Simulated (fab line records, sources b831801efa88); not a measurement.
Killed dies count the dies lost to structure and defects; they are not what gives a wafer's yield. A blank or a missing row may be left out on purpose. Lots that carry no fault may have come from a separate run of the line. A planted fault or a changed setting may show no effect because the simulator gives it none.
fab line records	flow gf180mcu	part 1 of 2: steps 1 to 24 of 33
record lots=5	wafers=15	last_day=34
route steps=602 shown V4@497 MIM@503 M5@526
lots with no fault: from the same line, run without faults
start_h: start of the lot's first displayed wafer, in hours after the record's first day	wait_h: hours since the lot's step before	" as in the row above	L1.1+2: a row that stands for several wafers	- either no value or no given start	* or withheld: withheld	< > ~ a bound
route shown NAME@n: names a module that has steps shown in the file, with the first one's number in the route	usual: average and standard deviation across the fault-free wafers	same: alike in all rows	chamber/n: place in a boat	sites: per-site readings	_std_site: the values' standard deviation	_edge_site: the outer-site mean with the inner-site mean subtracted	radius_mm: how far each site lies from the wafer's centre	mask NAME#n: copy n	behind: the most recent tool/chamber to have shaped the wafer	hold: cause of the lot's hold/its duration in hours/its outcome	device: names the non-switching transistor (n, p or np)	end of line: the same wafers' tests at the end of the route	step lacking rows: just its recipe	killed: not the wafer's yield, but the dies lost to structure and defects at the first sort	map: per-die view of a wafer (x killed, . not killed, _ where there is no die)
set.NAME: setting as actually run; set.NAME@STEP: the setting as run at that earlier step	model.NAME: the simulator's own value behind a step, which no gauge read
lots seen at some steps along the route; tables by step, rows by wafer
services: when a tool's chamber went out of use (start_h, in hours from the record's first day, below 0 if earlier), for how many hours, and the reason
## steps
# step GF_V4_SPUTTER_21
# recipe material=Ti	target_thk_nm=15	chamber_pressure_pa=5	power_w=2500	substrate_temp_c=200	time_s=80.02
# usual cathode_dc_power_W=2500.0/0.48	throttle_valve_pct=30.1/1.4
# same time_s=80.02
lot.wafer	tool	chamber	start_h	wait_h	cathode_dc_power_W	throttle_valve_pct
L076.2	pvd_sputter-02	-	575.32	0.0	2500.1	31.8
L076.3	"	-	"	"	2499.7	27.8
L076.4	"	-	"	"	2500.0	31.2
L078.2	pvd_sputter-01	-	595.14	0.0	2500.8	31.5
L078.3	"	-	"	"	2499.6	32.3
L078.4	"	-	"	"	2499.4	32.1
L083.1	pvd_sputter-01	-	636.27	0.0	2499.8	29.5
L083.4	"	-	"	"	2500.1	31.2
L083.5	"	-	"	"	2499.8	29.5
L088.4	pvd_sputter-04	-	669.55	0.0	2499.4	30.4
L088.5	"	-	"	"	2500.0	29.4
L088.6	"	-	"	"	2500.2	28.9
L096.1	pvd_sputter-02	-	721.63	0.0	2499.0	27.8
L096.4	"	-	"	"	2499.8	31.8
L096.5	"	-	"	"	2500.1	27.8
# step GF_V4_SPUTTER_22
# recipe material=TiN	target_thk_nm=10	chamber_pressure_pa=5	power_w=4000	time_s=40
# usual cathode_dc_power_W=4000.1/0.76	throttle_valve_pct=30.1/1.4
# same time_s=40
lot.wafer	tool	chamber	start_h	wait_h	cathode_dc_power_W	throttle_valve_pct
L076.2	pvd_sputter-02	-	575.38	0.0	4000.1	32.0
L076.3	"	-	"	"	3999.0	27.9
L076.4	"	-	"	"	4000.3	31.2
L078.2	pvd_sputter-01	-	595.20	0.0	4000.4	31.4
L078.3	"	-	"	"	3999.3	31.9
L078.4	"	-	"	"	4000.6	32.2
L083.1	pvd_sputter-01	-	636.33	0.0	3998.7	29.8
L083.4	"	-	"	"	3999.7	31.7
L083.5	"	-	"	"	3999.7	29.3
L088.4	pvd_sputter-04	-	669.60	0.0	4000.1	30.3
L088.5	"	-	"	"	4000.5	29.2
L088.6	"	-	"	"	3998.5	29.0
L096.1	pvd_sputter-02	-	721.69	0.0	3999.5	27.9
L096.4	"	-	"	"	3999.2	31.7
L096.5	"	-	"	"	3998.9	27.8
# step GF_V4_CVD_23
# recipe material=W	target_thk_nm=350	time_s=104.9	temp_c=400	pressure_torr=40
# usual heater_power_w=782/44
# same time_s=104.9
lot.wafer	tool	chamber	start_h	wait_h	heater_power_w	since_wet_clean_h
L076.2	cvd_w-02	1	575.42	0.0	841	171
L076.3	"	1	"	"	846	-
L076.4	"	0	"	"	723	-
L078.2	cvd_w-01	0	595.24	0.0	747	691
L078.3	"	0	"	"	738	-
L078.4	"	1	"	"	848	-
L083.1	cvd_w-01	1	636.37	0.0	844	732
L083.4	"	1	"	"	849	-
L083.5	"	0	"	"	763	-
L088.4	cvd_w-01	0	669.66	0.0	750	-
L088.5	"	1	"	"	812	-
L088.6	"	0	"	"	737	-
L096.1	cvd_w-01	1	721.73	0.0	858	818
L096.4	"	0	"	"	741	-
L096.5	"	0	"	"	754	-
# step GF_V4_RS_MEAS_24
# recipe thk_meas_gauge=four-point-probe	reads=W_of_V4_CVD_23+TiN_of_V4_SPUTTER_22+Ti_of_V4_SPUTTER_21
# usual V4_W_RS=0.327/0.0061
lot.wafer	tool	chamber	start_h	wait_h	V4_W_RS[ohm/sq]
L076.2	film_metro-04	-	575.55	0.1	0.332
L076.3	"	-	"	"	0.325
L076.4	"	-	"	"	0.332
L078.2	film_metro-03	-	595.37	0.1	0.319
L078.3	"	-	"	"	0.323
L078.4	"	-	"	"	0.324
L083.1	film_metro-03	-	636.48	0.1	0.328
L083.4	"	-	"	"	0.324
L083.5	"	-	"	"	0.316
L088.4	film_metro-03	-	669.79	0.1	0.321
L088.5	"	-	"	"	0.328
L088.6	"	-	"	"	0.322
L096.1	film_metro-01	-	721.84	0.1	0.324
L096.4	"	-	"	"	0.322
L096.5	"	-	"	"	0.323
# step GF_V4_THK_MEAS_25
# recipe thk_meas_gauge=xrf	reads=W_of_V4_CVD_23
# usual V4_W_THK=360/7.1
lot.wafer	tool	chamber	start_h	wait_h	V4_W_THK[nm]
L076.2	film_metro-04	-	575.66	0.1	352
L076.3	"	-	"	"	361
L076.4	"	-	"	"	351
L078.2	film_metro-03	-	595.48	0.1	367
L078.3	"	-	"	"	363
L078.4	"	-	"	"	361
L083.1	film_metro-03	-	636.60	0.1	356
L083.4	"	-	"	"	359
L083.5	"	-	"	"	369
L088.4	film_metro-03	-	669.88	0.1	366
L088.5	"	-	"	"	356
L088.6	"	-	"	"	363
L096.1	film_metro-01	-	721.96	0.1	362
L096.4	"	-	"	"	366
L096.5	"	-	"	"	364
# step GF_V4_CMP_26
# recipe stop_on=SiO2	down_force_psi=3.5	platen_rpm=60	t_overpolish_s=15	target_thk_nm=0	pad_velocity_m_s=0.94248
# usual motor_current_A=11.3/0.89	overpolish_run_s=15.002/0.0085	retaining_ring_pressure_frac=0.999/0.0051	time_to_endpoint_s=83/4.2
lot.wafer	tool	chamber	start_h	wait_h	motor_current_A	overpolish_run_s	retaining_ring_pressure_frac	time_to_endpoint_s
L076.3	cmp-01	3	575.76	0.1	10.4	14.995	1.000	82
L076.2	"	0	"	"	11.5	15.002	1.003	78
L076.4	"	1	"	"	9.8	15.004	0.997	86
L078.3	cmp-02	1	595.53	0.0	12.5	15.005	1.005	80
L078.2	"	3	"	"	12.0	15.007	0.993	85
L078.4	"	0	"	"	11.5	15.007	0.994	85
L083.1	cmp-02	1	636.66	0.1	12.8	15.013	0.997	81
L083.4	"	3	"	"	11.0	15.003	0.997	83
L083.5	"	1	"	"	12.3	14.997	1.004	86
L088.4	cmp-01	0	669.91	0.0	10.7	15.004	1.000	81
L088.6	"	0	"	"	10.7	14.996	1.001	78
L088.5	"	1	"	"	9.9	14.993	1.001	85
L096.1	cmp-02	3	722.02	0.1	11.3	15.005	1.001	84
L096.4	"	0	"	"	11.3	15.008	0.989	94
L096.5	"	0	"	"	11.8	14.985	0.994	89
# step GF_MIM_SPUTTER_00
# recipe material=Ti	target_thk_nm=37.5	arriving_ion_energy_ev=80	substrate_temp_c=200	chamber_pressure_pa=2	power_w=4000	time_s=150
# usual cathode_dc_power_W=4000.0/0.71	throttle_valve_pct=30.0/1.3
# same time_s=150
lot.wafer	tool	chamber	start_h	wait_h	cathode_dc_power_W	throttle_valve_pct
L076.2	pvd_sputter-04	-	576.01	0.1	4000.0	30.3
L076.3	"	-	"	"	3999.8	28.7
L076.4	"	-	"	"	4000.8	29.3
L078.2	pvd_sputter-03	-	595.83	0.1	3999.8	28.9
L078.3	"	-	"	"	3999.7	29.4
L078.4	"	-	"	"	4000.2	30.2
L083.1	pvd_sputter-02	-	636.96	0.2	3999.9	32.0
L083.4	"	-	"	"	4000.0	31.0
L083.5	"	-	"	"	4000.6	27.8
L088.4	pvd_sputter-04	-	670.21	0.2	3999.3	30.0
L088.5	"	-	"	"	3999.2	30.3
L088.6	"	-	"	"	3999.4	29.0
L096.1	pvd_sputter-03	-	722.32	0.2	4001.2	30.5
L096.4	"	-	"	"	3998.5	28.7
L096.5	"	-	"	"	3999.4	30.2
# step GF_MIM_SPUTTER_01
# recipe material=TiN	target_thk_nm=30	power_w=6500	time_s=25	chamber_pressure_pa=0.4
# usual cathode_dc_power_W=6500.0/1.2	throttle_valve_pct=30.0/1.3
# same time_s=25
lot.wafer	tool	chamber	start_h	wait_h	cathode_dc_power_W	throttle_valve_pct
L076.2	pvd_sputter-04	-	576.11	0.1	6501.2	30.3
L076.3	"	-	"	"	6498.9	28.7
L076.4	"	-	"	"	6499.5	29.3
L078.2	pvd_sputter-03	-	595.93	0.1	6502.0	28.9
L078.3	"	-	"	"	6501.8	29.3
L078.4	"	-	"	"	6499.3	30.0
L083.1	pvd_sputter-02	-	637.06	0.1	6499.4	32.0
L083.4	"	-	"	"	6499.5	31.2
L083.5	"	-	"	"	6499.3	27.8
L088.4	pvd_sputter-04	-	670.31	0.1	6501.9	30.0
L088.5	"	-	"	"	6501.8	30.1
L088.6	"	-	"	"	6499.9	29.0
L096.1	pvd_sputter-03	-	722.42	0.1	6499.9	30.4
L096.4	"	-	"	"	6497.0	28.9
L096.5	"	-	"	"	6498.3	30.3
# step GF_MIM_SPUTTER_02
# recipe material=AlCu	target_thk_nm=450	power_w=10600	time_s=23.9	chamber_pressure_pa=0.4
# usual cathode_dc_power_W=10600/1.9	throttle_valve_pct=30.0/1.3
# same time_s=23.9
lot.wafer	tool	chamber	start_h	wait_h	cathode_dc_power_W	throttle_valve_pct
L076.2	pvd_sputter-04	-	576.14	0.0	10599	30.3
L076.3	"	-	"	"	10603	29.2
L076.4	"	-	"	"	10600	29.0
L078.2	pvd_sputter-03	-	595.96	0.0	10600	29.0
L078.3	"	-	"	"	10602	29.5
L078.4	"	-	"	"	10597	30.3
L083.1	pvd_sputter-02	-	637.09	0.0	10601	32.3
L083.4	"	-	"	"	10598	31.3
L083.5	"	-	"	"	10598	27.4
L088.4	pvd_sputter-04	-	670.34	0.0	10602	30.3
L088.5	"	-	"	"	10602	30.4
L088.6	"	-	"	"	10599	28.8
L096.1	pvd_sputter-03	-	722.45	0.0	10599	30.7
L096.4	"	-	"	"	10600	28.8
L096.5	"	-	"	"	10601	30.1
# step GF_MIM_SPUTTER_03
# recipe material=Ti	target_thk_nm=10	substrate_temp_c=300	chamber_pressure_pa=0.3	power_w=3000	time_s=6.7
# usual cathode_dc_power_W=3000.0/0.58	throttle_valve_pct=30.0/1.3
# same time_s=6.7
lot.wafer	tool	chamber	start_h	wait_h	cathode_dc_power_W	throttle_valve_pct
L076.2	pvd_sputter-04	-	576.17	0.0	2998.5	30.1
L076.3	"	-	"	"	3000.1	29.0
L076.4	"	-	"	"	2999.4	29.3
L078.2	pvd_sputter-03	-	595.99	0.0	2999.3	29.1
L078.3	"	-	"	"	2999.3	29.5
L078.4	"	-	"	"	3000.9	30.1
L083.1	pvd_sputter-02	-	637.12	0.0	3000.1	32.0
L083.4	"	-	"	"	3000.1	31.4
L083.5	"	-	"	"	2999.1	27.4
L088.4	pvd_sputter-04	-	670.37	0.0	3000.2	30.2
L088.5	"	-	"	"	2999.5	30.2
L088.6	"	-	"	"	3000.0	28.8
L096.1	pvd_sputter-03	-	722.48	0.0	3000.5	30.4
L096.4	"	-	"	"	2999.6	28.7
L096.5	"	-	"	"	2999.2	30.1
# step GF_MIM_SPUTTER_04
# recipe material=TiN	target_thk_nm=50	power_w=6500	time_s=41.7	chamber_pressure_pa=0.4
# usual cathode_dc_power_W=6500.0/1.2	throttle_valve_pct=29.9/1.3
# same time_s=41.7
lot.wafer	tool	chamber	start_h	wait_h	cathode_dc_power_W	throttle_valve_pct
L076.2	pvd_sputter-04	-	576.19	0.0	6497.7	30.3
L076.3	"	-	"	"	6499.7	29.0
L076.4	"	-	"	"	6498.1	29.3
L078.2	pvd_sputter-03	-	596.01	0.0	6499.0	29.0
L078.3	"	-	"	"	6500.7	29.5
L078.4	"	-	"	"	6501.4	30.2
L083.1	pvd_sputter-02	-	637.14	0.0	6499.8	31.9
L083.4	"	-	"	"	6501.6	31.2
L083.5	"	-	"	"	6499.5	27.8
L088.4	pvd_sputter-04	-	670.39	0.0	6499.9	30.2
L088.5	"	-	"	"	6499.3	30.3
L088.6	"	-	"	"	6499.9	28.8
L096.1	pvd_sputter-03	-	722.50	0.0	6498.5	30.5
L096.4	"	-	"	"	6499.6	28.9
L096.5	"	-	"	"	6502.9	30.0
# step GF_MIM_CVD_05
# recipe material=Si3N4	target_thk_nm=42	temp_max_c=400	temp_c=385	time_s=29.76	rf_w=450
# usual heater_power_w=631/87	temp_max_c=399.99/0.24
# same time_s=29.76
lot.wafer	tool	chamber	start_h	wait_h	heater_power_w	since_wet_clean_h	temp_max_c
L076.2	pecvd-01	2	576.23	0.0	572	818	399.71
L076.3	"	1	"	"	595	818	400.32
L076.4	"	0	"	"	575	-	399.52
L078.2	pecvd-04	0	596.05	0.0	515	630	400.06
L078.3	"	2	"	"	722	630	400.10
L078.4	"	2	"	"	734	-	400.17
L083.1	pecvd-04	1	637.18	0.0	626	671	399.84
L083.4	"	1	"	"	642	-	399.76
L083.5	"	2	"	"	716	-	400.24
L088.4	pecvd-01	2	670.45	0.0	633	-	399.96
L088.5	"	1	"	"	678	-	399.83
L088.6	"	0	"	"	627	-	400.45
L096.1	pecvd-02	1	722.54	0.0	663	340	399.64
L096.4	"	0	"	"	415	-	399.67
L096.5	"	1	"	"	654	-	399.96
# step GF_MIM_THK_MEAS_06
# recipe reads=Si3N4_of_MIM_CVD_05
# usual MIM_CVD_05_THK=43.0/0.54
lot.wafer	tool	chamber	start_h	wait_h	MIM_CVD_05_THK[nm]
L076.2	film_metro-03	-	576.28	0.0	42.8
L076.3	"	-	"	"	42.4
L076.4	"	-	"	"	43.3
L078.2	film_metro-03	-	596.10	0.0	42.3
L078.3	"	-	"	"	41.7
L078.4	"	-	"	"	42.6
L083.1	film_metro-04	-	637.21	0.0	41.7
L083.4	"	-	"	"	42.1
L083.5	"	-	"	"	42.3
L088.4	film_metro-03	-	670.49	0.0	43.6
L088.5	"	-	"	"	43.5
L088.6	"	-	"	"	43.3
L096.1	film_metro-03	-	722.57	0.0	42.4
L096.4	"	-	"	"	43.7
L096.5	"	-	"	"	42.5
# step GF_MIM_SPUTTER_07
# recipe material=TiN	target_thk_nm=60	power_w=6500	time_s=50	chamber_pressure_pa=0.4
# usual cathode_dc_power_W=6499.9/1.1	throttle_valve_pct=29.9/1.1
# same time_s=50
lot.wafer	tool	chamber	start_h	wait_h	cathode_dc_power_W	throttle_valve_pct
L076.2	pvd_sputter-02	-	576.33	0.0	6499.3	31.8
L076.3	"	-	"	"	6499.3	27.7
L076.4	"	-	"	"	6501.5	31.4
L078.2	pvd_sputter-02	-	596.15	0.0	6499.1	27.5
L078.3	"	-	"	"	6499.5	31.7
L078.4	"	-	"	"	6502.6	31.3
L083.1	pvd_sputter-04	-	637.27	0.1	6500.8	29.0
L083.4	"	-	"	"	6498.7	29.1
L083.5	"	-	"	"	6501.6	29.1
L088.4	pvd_sputter-03	-	670.52	0.0	6499.8	29.7
L088.5	"	-	"	"	6500.1	30.1
L088.6	"	-	"	"	6499.9	29.5
L096.1	pvd_sputter-04	-	722.63	0.1	6500.5	30.3
L096.4	"	-	"	"	6500.7	29.5
L096.5	"	-	"	"	6498.2	29.2
# step GF_MIM_SPUTTER_08
# recipe material=AlCu	target_thk_nm=200	power_w=10600	time_s=10.6	chamber_pressure_pa=0.4
# usual cathode_dc_power_W=10600/1.8	throttle_valve_pct=29.8/1.1
# same time_s=10.6
lot.wafer	tool	chamber	start_h	wait_h	cathode_dc_power_W	throttle_valve_pct
L076.2	pvd_sputter-02	-	576.37	0.0	10600	31.4
L076.3	"	-	"	"	10601	27.7
L076.4	"	-	"	"	10601	31.4
L078.2	pvd_sputter-02	-	596.19	0.0	10600	27.6
L078.3	"	-	"	"	10600	31.8
L078.4	"	-	"	"	10603	31.0
L083.1	pvd_sputter-04	-	637.32	0.0	10603	28.9
L083.4	"	-	"	"	10600	29.3
L083.5	"	-	"	"	10599	28.9
L088.4	pvd_sputter-03	-	670.57	0.0	10597	29.4
L088.5	"	-	"	"	10602	30.3
L088.6	"	-	"	"	10601	29.4
L096.1	pvd_sputter-04	-	722.68	0.0	10605	30.0
L096.4	"	-	"	"	10601	29.1
L096.5	"	-	"	"	10600	29.2
# step GF_MIM_SPUTTER_09
# recipe material=TiN	target_thk_nm=35	power_w=6500	time_s=29.2	chamber_pressure_pa=0.4
# usual cathode_dc_power_W=6500.0/1.3	throttle_valve_pct=29.8/1.1
# same time_s=29.2
lot.wafer	tool	chamber	start_h	wait_h	cathode_dc_power_W	throttle_valve_pct
L076.2	pvd_sputter-02	-	576.39	0.0	6500.2	31.6
L076.3	"	-	"	"	6498.4	27.8
L076.4	"	-	"	"	6498.7	31.2
L078.2	pvd_sputter-02	-	596.21	0.0	6498.5	27.6
L078.3	"	-	"	"	6501.0	31.9
L078.4	"	-	"	"	6499.7	31.2
L083.1	pvd_sputter-04	-	637.34	0.0	6498.1	29.1
L083.4	"	-	"	"	6500.9	29.3
L083.5	"	-	"	"	6499.5	29.2
L088.4	pvd_sputter-03	-	670.59	0.0	6498.5	29.2
L088.5	"	-	"	"	6499.9	30.0
L088.6	"	-	"	"	6500.4	29.3
L096.1	pvd_sputter-04	-	722.70	0.0	6500.9	30.0
L096.4	"	-	"	"	6500.5	29.0
L096.5	"	-	"	"	6498.1	29.2
# step GF_MIM_RS_MEAS_10
# recipe thk_meas_gauge=four-point-probe	reads=TiN_of_MIM_SPUTTER_09+AlCu_of_MIM_SPUTTER_08+TiN_of_MIM_SPUTTER_07
# usual MIM_ALCU_RS=0.1593/0.002
lot.wafer	tool	chamber	start_h	wait_h	MIM_ALCU_RS[ohm/sq]
L076.2	film_metro-04	-	576.45	0.0	0.1590
L076.3	"	-	"	"	0.1566
L076.4	"	-	"	"	0.1565
L078.2	film_metro-02	-	596.27	0.0	0.1567
L078.3	"	-	"	"	0.1583
L078.4	"	-	"	"	0.1571
L083.1	film_metro-03	-	637.37	0.0	0.1594
L083.4	"	-	"	"	0.1567
L083.5	"	-	"	"	0.1549
L088.4	film_metro-03	-	670.68	0.1	0.1609
L088.5	"	-	"	"	0.1628
L088.6	"	-	"	"	0.1590
L096.1	film_metro-02	-	722.73	0.0	0.1594
L096.4	"	-	"	"	0.1584
L096.5	"	-	"	"	0.1598
# step GF_MIM_THK_MEAS_11
# recipe thk_meas_gauge=xrf	reads=AlCu_of_MIM_SPUTTER_08
# usual MIM_ALCU_THK=202/3
lot.wafer	tool	chamber	start_h	wait_h	MIM_ALCU_THK[nm]
L076.2	film_metro-04	-	576.56	0.1	201
L076.3	"	-	"	"	203
L076.4	"	-	"	"	203
L078.2	film_metro-02	-	596.38	0.1	205
L078.3	"	-	"	"	204
L078.4	"	-	"	"	205
L083.1	film_metro-03	-	637.49	0.1	201
L083.4	"	-	"	"	204
L083.5	"	-	"	"	206
L088.4	film_metro-03	-	670.77	0.1	200
L088.5	"	-	"	"	197
L088.6	"	-	"	"	201
L096.1	film_metro-02	-	722.85	0.1	206
L096.4	"	-	"	"	205
L096.5	"	-	"	"	204
# step GF_MIM_DEHYDRATE_12
# recipe temp_c=200	time_s=60
# usual plate_temp_C=199.99/0.17
# same time_s=60
lot.wafer	tool	chamber	start_h	wait_h	plate_temp_C
L076.2	litho_track-04	0	586.47	9.9	199.98
L076.3	"	0	"	"	199.72
L076.4	"	0	"	"	199.65
L078.2	litho_track-04	0	606.72	10.3	200.12
L078.3	"	0	"	"	199.89
L078.4	"	0	"	"	200.19
L083.1	litho_track-03	0	646.56	9.1	200.09
L083.4	"	0	"	"	199.92
L083.5	"	0	"	"	200.12
L088.4	litho_track-03	0	679.48	8.7	200.04
L088.5	"	0	"	"	200.03
L088.6	"	0	"	"	200.18
L096.1	litho_track-03	0	730.86	8.0	200.15
L096.4	"	0	"	"	200.27
L096.5	"	0	"	"	200.03
# step GF_MIM_HMDS_13
# recipe prime_time_s=60	prime_temp_c=120
# usual prime_temp_c=120.01/0.13
lot.wafer	tool	chamber	start_h	wait_h	prime_temp_c
L076.2	litho_track-04	0	586.62	0.1	119.93
L076.3	"	0	"	"	120.07
L076.4	"	0	"	"	119.95
L078.2	litho_track-04	0	606.87	0.1	120.18
L078.3	"	0	"	"	119.94
L078.4	"	0	"	"	119.94
L083.1	litho_track-03	0	646.71	0.1	119.95
L083.4	"	0	"	"	119.88
L083.5	"	0	"	"	119.93
L088.4	litho_track-03	0	679.63	0.1	120.04
L088.5	"	0	"	"	120.02
L088.6	"	0	"	"	120.19
L096.1	litho_track-03	0	731.01	0.1	120.07
L096.4	"	0	"	"	119.94
L096.5	"	0	"	"	120.03
# step GF_MIM_COAT_14
# recipe resist=NOVOLAK	spin_rpm=3000	resist_thk_nm=1000
lot.wafer	tool	chamber	start_h	wait_h
L076.2+3+4	litho_track-04	0	586.77	0.1
L078.2+3+4	litho_track-04	0	607.02	0.1
L083.1+4+5	litho_track-03	0	646.86	0.1
L088.4+5+6	litho_track-03	0	679.78	0.1
L096.1+4+5	litho_track-03	0	731.16	0.1
# step GF_MIM_SOFTBAKE_15
# recipe temp_c=90	time_s=60	resist=NOVOLAK
# usual plate_temp_C=90.00/0.1
# same time_s=60
lot.wafer	tool	chamber	start_h	wait_h	plate_temp_C
L076.2	litho_track-04	0	586.92	0.1	89.93
L076.3	"	0	"	"	89.94
L076.4	"	0	"	"	89.91
L078.2	litho_track-04	0	607.17	0.1	90.01
L078.3	"	0	"	"	90.15
L078.4	"	0	"	"	89.98
L083.1	litho_track-03	0	647.01	0.1	90.02
L083.4	"	0	"	"	90.14
L083.5	"	0	"	"	89.93
L088.4	litho_track-03	0	679.93	0.1	90.01
L088.5	"	0	"	"	90.27
L088.6	"	0	"	"	90.07
L096.1	litho_track-03	0	731.31	0.1	90.01
L096.4	"	0	"	"	90.10
L096.5	"	0	"	"	90.01
# step GF_MIM_EXPOSE_16
# recipe mask_id=FuseTop	target_cd_nm=2000	na=0.6	source_shape=conventional	sigma_outer=0.6	dose_mj=140
lot.wafer	tool	chamber	start_h	wait_h	mask
L076.2+3+4	iline_stepper-01	0	-	-	FuseTop#0
L078.2+3+4	iline_stepper-02	0	-	-	FuseTop#0
L083.1+4+5	iline_stepper-01	0	-	-	FuseTop#0
L088.4+5+6	iline_stepper-01	0	-	-	FuseTop#0
L096.1+4+5	iline_stepper-01	0	-	-	FuseTop#0
# step GF_MIM_PEB_17
# recipe temp_c=withheld	time_s=*	resist=NOVOLAK
# same time_s=*
lot.wafer	tool	chamber	start_h	wait_h
L076.2+3+4	litho_track-04	0	-	-
L078.2+3+4	litho_track-04	0	-	-
L083.1+4+5	litho_track-04	0	-	-
L088.4+5+6	litho_track-03	0	-	-
L096.1+4+5	litho_track-03	0	-	-
